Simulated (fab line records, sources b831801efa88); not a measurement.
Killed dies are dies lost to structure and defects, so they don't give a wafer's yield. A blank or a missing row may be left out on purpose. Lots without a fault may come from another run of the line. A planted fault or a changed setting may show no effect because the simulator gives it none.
A struck lot beside a sound one | flow sky130 | 26 steps out of a route of 708
Sound: wafers L268.1, L268.3, L268.6. Struck: wafers L276.3, L276.4, L276.6. The cause comes at the end.
At each step with rows: each side's tool, then ch and its chambers, then its first start. Under that, the readings that differ: sound wafers | struck wafers | difference of the means | sigmas: that difference in standard deviations of wafers without a fault.
alike: readings whose means differ by less than 2 such deviations, and words and numbers that are the same on both sides. not compared: withheld readings, readings that some wafer has no value for, bounds like >300 that may hide the same value, and numbers for which the record gives no deviation and whose values overlap.
The two part at a step that has a row with sigmas, a row that says differs or no value, or rows on one side only. Numbers that don't overlap but have no deviation are shown without sigmas and don't part them. A reading that every wafer of one side lacks parts them only if that side has two wafers or more.

first, 8 steps without rows for these wafers: SKY_FIELD_ISO_DEHYDRATE_05 (time 60 s); SKY_FIELD_ISO_HMDS_06 (prime time 60 s); SKY_FIELD_ISO_COAT_07 (resist thk 60 nm); SKY_FIELD_ISO_COAT_08 (resist thk 450 nm); SKY_FIELD_ISO_SOFTBAKE_09 (time 90 s); SKY_FIELD_ISO_EXPOSE_10 (exposes mask FOM, target cd 150 nm); SKY_FIELD_ISO_PEB_11; SKY_FIELD_ISO_DEVELOP_12 (develop time 60 s).
SKY_FIELD_ISO_CD_MEAS_13: target cd 150 nm.
  sound on cd_sem-01, day 2 06:55; struck on cd_sem-02, day 3 22:08
  alike: cd_nm
SKY_FIELD_ISO_ETCH_14: etches BARC in N2/H2, stops on SiO2, time 45.9 s, target depth 60 nm.
  sound on rie_diel-02 ch 0,1,2, day 2 07:02; struck on rie_diel-01 ch 0,3, day 3 22:13
  alike: drypump_motor_current_A, oes_product_au, rf_fwd_power_W, run_length_s, throttle_valve_pct
  not compared: rf_hours_counter_h
SKY_FIELD_ISO_ETCH_15: etches the open film in CHF3/O2, stops on Si, target depth 180 nm, time 72 s.
  sound on rie_diel-02 ch 0,1,2, day 2 07:04; struck on rie_diel-01 ch 0,3, day 3 22:15
  alike: drypump_motor_current_A, oes_product_au, rf_fwd_power_W, run_length_s, throttle_valve_pct
  not compared: rf_hours_counter_h
SKY_FIELD_ISO_STRIP_16: strips in O2/N2.
  sound on plasma_asher-01 ch 0,1, day 2 07:08; struck on plasma_asher-01 ch 0,1, day 3 22:20
  alike: drypump_motor_current_A, oes_product_au, strip_time_to_endpoint_s
  not compared: rf_hours_counter_h
SKY_FIELD_ISO_ETCH_17: etches Si in HBr/Cl2/O2, target depth 342 nm, time 97.7 s.
  sound on rie_si-01 ch 0,1, day 2 07:14; struck on rie_si-01 ch 1,2,3, day 3 22:25
  reading                                     | sound             | struck            | difference                    | sigmas
  rf_fwd_power_W (W)                          | 597.3 593.3 595.2 | - - -             | no value on the struck wafers |
  run_length_s (s)                            | 126.4 125.4 125.6 | 78.7 79.0 78.4    | -47.1                         | -99 or more
  model.etch.depth_nm (nm)                    | 345.5 339.8 338.1 | 180.1 172.8 175.7 | -164.9                        |
  model.FIELD_ISO.feature_depth_nm (nm)       | 345.5 339.8 338.1 | 180.1 172.8 175.7 | -164.9                        |
  model.Si3N4_of_FIELD_ISO_CVD_03.thk_nm (nm) | 147.5 149 147.5   | 158.5 159.6 158.8 | +11.0                         |
  alike: drypump_motor_current_A, oes_product_au, throttle_valve_pct
  not compared: rf_hours_counter_h
then, 5 steps without rows for these wafers: SKY_FIELD_ISO_WET_ETCH_18 (etches Si3N4 in H3PO4, target depth 25 nm, time 286 s); SKY_FIELD_ISO_CLEAN_19 (cleans in SC1/SC2, time 150 s); SKY_FIELD_ISO_CLEAN_20 (cleans in dHF, time 20 s); SKY_FIELD_ISO_WET_ETCH_21 (etches SiO2 in dHF, target depth 20 nm, time 400 s); SKY_FIELD_ISO_OXIDATION_22 (stabilise 600 s, purge 300 s, target thk 10 nm).
SKY_FIELD_ISO_THK_MEAS_23:
  sound on film_metro-02, day 2 09:50; struck on film_metro-01, day 4 03:30
  alike: FIELD_ISO_OXIDATION_01_THK
then, 1 step without rows for these wafers: SKY_FIELD_ISO_CVD_24 (deposits SiO2, target thk 595 nm, time 99.2 s).
SKY_FIELD_ISO_THK_MEAS_25:
  sound on film_metro-01, day 2 09:59; struck on film_metro-03, day 4 03:38
  alike: FIELD_ISO_CVD_24_THK
then, 1 step without rows for these wafers: SKY_FIELD_ISO_ANNEAL_26 (time 1800 s).
SKY_FIELD_ISO_CMP_27: polishes, stops on Si3N4, t overpolish 16 s, target thk 457.8 nm.
  sound on cmp-02 ch 0,2,3, day 2 11:32; struck on cmp-02 ch 0,1, day 4 07:02
  alike: head_pressure_psi, motor_current_A, overpolish_run_s, time_to_endpoint_s
SKY_FIELD_ISO_WET_ETCH_28: etches SiO2 in dHF, target depth 23.7 nm, time 47 s.
  sound on wet_bench-01 ch 1, day 2 11:50; struck on wet_bench-04 ch 3, day 4 07:17
  reading                                     | sound             | struck            | difference | sigmas
  model.Si3N4_of_FIELD_ISO_CVD_03.thk_nm (nm) | 116.2 117.9 116.4 | 128.5 129.6 128.7 | +12.1      |
  alike: run_length_s
then, 1 step without rows for these wafers: SKY_FIELD_ISO_WET_ETCH_29 (etches Si3N4 in H3PO4, target depth 160 nm, time 1825 s).
SKY_PAD_OPEN_PROBE_99:
  the record has rows for the sound wafers here (prober-01, day 45 21:56) and none for the struck ones

WHERE THEY PART
First at SKY_FIELD_ISO_ETCH_17; last, within this record, at SKY_PAD_OPEN_PROBE_99.

WHY: what the simulator had put in
Process parameter drift: rie_si-01, from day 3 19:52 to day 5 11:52, at SKY_FIELD_ISO_ETCH_17. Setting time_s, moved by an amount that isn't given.
